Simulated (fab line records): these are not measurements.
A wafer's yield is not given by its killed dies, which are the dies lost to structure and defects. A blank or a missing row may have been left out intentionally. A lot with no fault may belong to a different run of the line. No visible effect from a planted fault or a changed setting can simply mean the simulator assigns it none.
A lot that was struck, set against a sound lot :: flow gf180mcu :: 17 steps out of a route of 602
Sound: these wafers, L524.2, L524.3, L524.6. Wafers struck: L540.1, L540.4, L540.5. Last of all comes the cause.
Per side, at each step with rows, come the tool, then ch with its chambers, and then its first start. Under that, the readings that differ: sound wafers :: struck wafers :: difference of the means :: sigmas: that difference in standard deviations of wafers without a fault.
alike: words and numbers the same on both sides, and readings whose means are apart by under 2 such deviations; not compared: readings that were withheld, readings missing a value for some wafer, numbers with overlapping values and no deviation given by the record, and bounds like >300 which may hide the same value.
Wherever a step has rows on one side only, a row that says differs or no value, or a row with sigmas, the two part there. Numbers that don't overlap but have no deviation are shown without sigmas and don't part them. A reading that every wafer of one side lacks parts them only if that side has two wafers or more.

first, 4 steps without rows for these wafers: GF_M4_SOFTBAKE_10 (time 60 s); GF_M4_EXPOSE_11 (exposes mask Metal4, target cd 280 nm); GF_M4_PEB_12 (peb time 90 s); GF_M4_DEVELOP_13 (develop time 60 s).
GF_M4_CD_MEAS_14 targets a cd of 280 nm.
  sound: cd sem-02 at day 25 12:07; struck: cd sem-02 at day 30 05:10
  alike: cd nm
GF_M4_OVL_MEAS_15:
  sound: overlay-02 at day 25 12:13; struck: overlay-02 at day 30 05:17
  alike: M4_OVL
GF_M4_METAL_ETCH_16: etches the open film in Cl2/BCl3, stops on SiO2, target depth 750.8 nm, time 125.1 s.
  sound on rie metal-04 ch 0,1, day 25 12:15; struck on rie metal-03 ch 1, day 30 05:19
  alike: chamber pressure mTorr, drypump motor current A, oes product au, rf fwd power W, throttle valve pct
  not compared: rf hours counter h
GF_M4_STRIP_17: strips in O2/N2.
  sound on plasma asher-02 ch 0,1, day 25 12:23; struck on plasma asher-01 ch 0,1, day 30 05:26
  alike: chamber pressure mTorr, drypump motor current A, heater power w, oes product au, strip time to endpoint s
  not compared: rf hours counter h
then, 3 steps without rows for these wafers: GF_M4_STRIP_18 (strips in post etch residue remover, time 1200 s); GF_M4_CLEAN_19 (cleans in DIW); GF_V4_CVD_00 (deposits SiO2, target thk 600 nm, time 100 s).
GF_V4_THK_MEAS_01:
  sound: film metro-03 at day 25 13:04; struck: film metro-01 at day 30 06:07
  alike: V4_CVD_00_THK
GF_V4_CVD_02: deposits SiO2 from TEOS, target thk 850 nm, time 94.851 s.
  sound on pecvd-01 ch 0,1,2, day 25 13:07; struck on pecvd-04 ch 0,2, day 30 06:10
reading: model.SiO2_of_V4_CVD_02.thk nm (nm)
sound: 839.3 833 849
struck: 742.5 769.6 762.5
difference: -82.2
sigmas: 
  alike: heater power w, rf fwd power W, susceptor temp C
GF_V4_THK_MEAS_03:
  sound: film metro-04 at day 25 13:11; struck: film metro-04 at day 30 06:28
reading: V4_CVD_02_THK (nm)
sound: 839 833 849
struck: 743 770 762
difference: -82
sigmas: -7
  not compared: hold
GF_V4_CMP_04: polishes SiO2.
  sound on cmp-01 ch 1,2, day 25 13:17; struck on cmp-02 ch 0,2,3, day 30 09:08
reading: hold
sound: - - -
struck: await dispo/2.6h/release await dispo/2.6h/release await dispo/2.6h/release
difference: no value on the sound wafers
sigmas: 

reading: time to endpoint s (s)
sound: 84 76 81
struck: 43 51 50
difference: -32
sigmas: -6
  alike: motor current A, platen rpm, slurry filter dp kPa
GF_V4_BOW_MEAS_05:
  sound: film metro-03 at day 25 13:34; struck: film metro-03 at day 30 09:26
  alike: V4_BOW
GF_PASSIVATION_PROBE_99:
  sound wafers here have rows in the record (prober-02, day 30 19:44); struck ones have none

WHERE THEY PART
First at GF_V4_THK_MEAS_03; last, within this record, at GF_PASSIVATION_PROBE_99.

WHY: the cause the simulator had injected
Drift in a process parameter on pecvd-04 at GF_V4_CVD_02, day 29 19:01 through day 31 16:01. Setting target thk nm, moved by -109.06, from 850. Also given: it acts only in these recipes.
